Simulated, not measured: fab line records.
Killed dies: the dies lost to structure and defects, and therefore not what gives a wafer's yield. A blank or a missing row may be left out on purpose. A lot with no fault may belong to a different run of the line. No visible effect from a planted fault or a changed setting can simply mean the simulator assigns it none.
Struck lot and sound lot, side by side || flow gf180mcu || 14 steps out of a route of 602
Sound: these wafers, L510.1, L510.4, L510.6. Wafers struck: L501.2, L501.3, L501.4. The cause is given at the end.
For every step that has rows: the tool of each side, followed by ch and its chambers, followed by its first start. Under that, the readings that differ: sound wafers || struck wafers || difference of the means || sigmas: that difference in standard deviations of wafers without a fault.
alike: words and numbers the same on both sides, and readings whose means are apart by under 2 such deviations; not compared: readings that were withheld, readings missing a value for some wafer, numbers with overlapping values and no deviation given by the record, and bounds like >300 which may hide the same value.
Wherever a step has rows on one side only, a row that says differs or no value, or a row with sigmas, the two part there. Non-overlapping numbers with no deviation appear without sigmas and do not part them. Lack of a reading on every wafer of one side parts them only where that side has two or more wafers.

GF_STI_THK_MEAS_24:
  struck on film_metro-04, day 4 08:28; sound on film_metro-02, day 6 06:13
  alike: STI_CVD_23_THK
GF_STI_CMP_25: polishes, stops on Si3N4, t overpolish 33 s, target thk 524.6 nm.
  sound on cmp-02 ch 0,1,3, day 6 06:17; struck on cmp-01 ch 0,1,3, day 4 08:31
  alike: motor_current_A, overpolish_run_s, slurry_flow_ml_min, time_to_endpoint_s
then, 4 steps without rows for these wafers: GF_STI_WET_ETCH_26 (etches SiO2 in dHF, target depth 94 nm, time 188 s); GF_STI_WET_ETCH_27 (etches Si3N4 in H3PO4, target depth 160 nm, time 1825 s); GF_STI_WET_ETCH_28 (etches SiO2 in dHF, target depth 20 nm, time 40 s); GF_STI_OXIDATION_29 (stabilise 600 s, purge 300 s, target thk 10 nm).
GF_STI_THK_MEAS_30:
  struck on film_metro-02, day 4 11:07; sound on film_metro-03, day 6 08:52
  alike: STI_OXIDATION_02_THK
then, 5 steps without rows for these wafers: GF_DNWELL_DEHYDRATE_00 (time 60 s); GF_DNWELL_HMDS_01 (prime time 60 s); GF_DNWELL_COAT_02 (resist thk 3000 nm); GF_DNWELL_SOFTBAKE_03; GF_DNWELL_EXPOSE_04 (exposes mask DNWELL, target cd 1700 nm).
GF_DNWELL_PEB_05:
  struck on litho_track-03, day 5 00:00; sound on litho_track-02 ch 0, day 6 23:00
  no value came back on the struck wafers for chill_plate_temp_C (C), exhaust_pa (Pa); on the sound wafers chill_plate_temp_C (C) reads 23.08 22.93 23.08
then, 1 step without rows for these wafers: GF_DNWELL_DEVELOP_06 (develop time 60 s).

## WHERE THEY PART
Only at GF_DNWELL_PEB_05, within this record.

WHY: whatever the simulator had introduced
Step skipped in full: litho_track-03, at GF_DNWELL_PEB_05, from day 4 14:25 onward. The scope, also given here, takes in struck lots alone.
